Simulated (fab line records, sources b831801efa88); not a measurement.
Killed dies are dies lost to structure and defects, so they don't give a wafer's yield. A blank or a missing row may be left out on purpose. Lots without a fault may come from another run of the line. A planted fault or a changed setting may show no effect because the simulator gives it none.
A struck lot beside a sound one | flow sfq_line | 32 steps out of a route of 325
Sound: wafers L106.3, L106.4, L106.6. Struck: wafers L115.2, L115.3, L115.5. The cause comes at the end.
At each step with rows: each side's tool, then ch and its chambers, then its first start. Under that, the readings that differ: sound wafers | struck wafers | difference of the means | sigmas: that difference in standard deviations of wafers without a fault.
alike: readings whose means differ by less than 2 such deviations, and words and numbers that are the same on both sides. not compared: withheld readings, readings that some wafer has no value for, bounds like >300 that may hide the same value, and numbers for which the record gives no deviation and whose values overlap.
The two part at a step that has a row with sigmas, a row that says differs or no value, or rows on one side only. Numbers that don't overlap but have no deviation are shown without sigmas and don't part them. A reading that every wafer of one side lacks parts them only if that side has two wafers or more.

SFQ_INCOMING_BOW_MEAS_900:
  sound on film_metro-03, day 2 01:02; struck on film_metro-03, day 3 22:01
  alike: INCOMING_BOW
then, 1 step without rows for these wafers: SFQ_TRILAYER_INCOMING_OXIDATION_002 (target thk 500 nm, ox time 4939 s).
SFQ_TRILAYER_L0_DEP_SPUTTER_003: material MoNx KI, target thk 40 nm, time 100 s.
  sound on pvd_sputter-06, day 2 03:29; struck on pvd_sputter-04, day 4 00:29
  reading                                                  | sound                | struck               | difference | sigmas
  cathode_dc_power_W (W)                                   | 800.04 799.93 800.14 | 1043.1 1043.1 1042.7 | +242.9     | +99 or more
  model.MoNx_KI_of_TRILAYER_L0_DEP_SPUTTER_003.thk_nm (nm) | 40.52 39.98 39.9     | 51.98 52.45 51.85    | +11.96     |
  alike: throttle_valve_pct
SFQ_L0_RS_MEAS_901: measures by four-point-probe.
  sound on film_metro-03, day 2 03:36; struck on film_metro-02, day 4 00:35
  reading                | sound          | struck         | difference | sigmas
  L0_MONX_KI_RS (ohm/sq) | 42.9 43.5 43.5 | 33.5 33.2 33.6 | -9.9       | -25
SFQ_L0_THK_MEAS_902: measures by xrf.
  sound on film_metro-03, day 2 03:42; struck on film_metro-02, day 4 00:41
  reading             | sound          | struck         | difference | sigmas
  L0_MONX_KI_THK (nm) | 40.0 39.4 39.5 | 51.8 52.5 52.0 | +12.5      | +33
then, 6 steps without rows for these wafers: SFQ_TRILAYER_L0_LITHO_COAT_010 (resist thk 62 nm); SFQ_TRILAYER_L0_LITHO_COAT_005 (resist thk 600 nm); SFQ_TRILAYER_L0_LITHO_SOFTBAKE_009; SFQ_TRILAYER_L0_LITHO_EXPOSE_006 (exposes mask L0, target cd 2000 nm); SFQ_TRILAYER_L0_LITHO_PEB_008 (peb time 60 s); SFQ_TRILAYER_L0_LITHO_DEVELOP_007 (time 60 s).
-- the record jumps here: 3 days lie between the struck wafers' starts before and after --
SFQ_TRILAYER_L0_BARC_OPEN_METAL_ETCH_010: etches BARC in O2, target depth 125 nm, time 41.7 s.
  sound on rie_metal-04 ch 0,1, day 5 02:03; struck on rie_metal-04 ch 0,1, day 7 09:49
  alike: drypump_motor_current_A, oes_product_au
  not compared: rf_hours_counter_h
SFQ_TRILAYER_L0_ETCH_METAL_ETCH_008: etches MoNx KI in SF6/O2, stops on SiO2, target depth 50 nm, time 25 s.
  sound on rie_metal-04 ch 0,1, day 5 02:06; struck on rie_metal-04 ch 0,1, day 7 09:53
  reading               | sound             | struck            | difference | sigmas
  oes_product_au (a.u.) | 0.875 0.875 0.870 | 0.980 0.992 0.988 | +0.113     | +18
  alike: drypump_motor_current_A
  not compared: rf_hours_counter_h
SFQ_TRILAYER_L0_STRIP_STRIP_009: strips in O2.
  sound on rie_metal-04 ch 0,1, day 5 02:20; struck on rie_metal-04 ch 0,1, day 7 09:56
  alike: drypump_motor_current_A, oes_product_au
  not compared: rf_hours_counter_h
then, 1 step without rows for these wafers: SFQ_TRILAYER_L0_STRIP_SOLV_CLEAN_010 (cleans in NMP, time 600 s).
SFQ_TRILAYER_L0_CAP_PECVD_011: deposits SiO2 from SiH4/N2O, time 13.333 s, target thk 60 nm.
  sound on pecvd-04 ch 0,1,2, day 5 02:55; struck on pecvd-04 ch 0,1,2, day 7 10:55
  alike: heater_power_w, susceptor_temp_C, throttle_valve_pct
then, 6 steps without rows for these wafers: SFQ_TRILAYER_L0_VIA_LITHO_COAT_018 (resist thk 62 nm); SFQ_TRILAYER_L0_VIA_LITHO_COAT_013 (resist thk 650 nm); SFQ_TRILAYER_L0_VIA_LITHO_SOFTBAKE_017; SFQ_TRILAYER_L0_VIA_LITHO_EXPOSE_014 (exposes mask L0V, target cd 700 nm); SFQ_TRILAYER_L0_VIA_LITHO_PEB_016 (peb time 60 s); SFQ_TRILAYER_L0_VIA_LITHO_DEVELOP_015 (time 60 s).
-- the record jumps here: 4 days lie between the struck wafers' starts before and after --
SFQ_L0V_OVL_MEAS_903:
  sound on overlay-02, day 9 00:08; struck on overlay-01, day 11 10:49
  alike: L0V_OVL
then, 1 step without rows for these wafers: SFQ_TRILAYER_L0_VIA_BARC_OPEN_VIA_ETCH_021 (etches BARC in O2, target depth 125 nm, time 41.7 s).
SFQ_TRILAYER_L0_VIA_ETCH_VIA_ETCH_016: etches SiO2 in CHF3, stops on MoNx KI, target depth 80 nm.
  sound on rie_diel-02 ch 0,1, day 9 00:12; struck on rie_diel-04 ch 0,1,3, day 11 10:53
  alike: drypump_motor_current_A, oes_product_au
then, 3 steps without rows for these wafers: SFQ_TRILAYER_L0_VIA_STRIP_STRIP_017 (strips in O2); SFQ_TRILAYER_L0_VIA_STRIP_SOLV_CLEAN_018 (cleans in NMP, time 600 s); SFQ_TRILAYER_M0_DEP_PRE_CLEAN_020 (time 15 s).
SFQ_TRILAYER_M0_DEP_SPUTTER_019: material Nb, target thk 200 nm, time 133.3 s.
  sound on pvd_sputter-05, day 9 01:03; struck on pvd_sputter-06, day 11 11:44
  alike: cathode_dc_power_W, throttle_valve_pct
SFQ_M0_RS_MEAS_904: measures by four-point-probe.
  sound on film_metro-01, day 9 01:11; struck on film_metro-02, day 11 11:51
  alike: M0_NB_RS
then, 1 step without rows for these wafers: SFQ_TRILAYER_M0_LITHO_COAT_026 (resist thk 62 nm).
-- the record jumps here: 79 days lie between the struck wafers' starts before and after --
SFQ_M8_BOW_MEAS_951:
  sound on film_metro-03, day 87 11:46; struck on film_metro-04, day 90 03:49
  reading                       | sound            | struck            | difference | sigmas
  model.etest.l0.ohm_sq         | 42.93 43.51 43.6 | 33.46 33.17 33.55 | -9.95      |
  model.etest.l0.comb_log10_ohm | 12 12 12         | 0 0 0             | -12        |
  alike: M8_BOW

WHERE THEY PART
First at SFQ_TRILAYER_L0_DEP_SPUTTER_003; last, within this record, at SFQ_TRILAYER_L0_ETCH_METAL_ETCH_008. Later steps at which nothing parts them and some readings are alike: SFQ_TRILAYER_L0_STRIP_STRIP_009, SFQ_TRILAYER_L0_CAP_PECVD_011, SFQ_L0V_OVL_MEAS_903, SFQ_TRILAYER_L0_VIA_ETCH_VIA_ETCH_016, SFQ_TRILAYER_M0_DEP_SPUTTER_019, SFQ_M0_RS_MEAS_904, SFQ_M8_BOW_MEAS_951.

WHY: what the simulator had put in
Process parameter drift: pvd_sputter-04, from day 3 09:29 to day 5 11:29, at SFQ_TRILAYER_L0_DEP_SPUTTER_003. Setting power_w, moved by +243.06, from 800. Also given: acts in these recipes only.
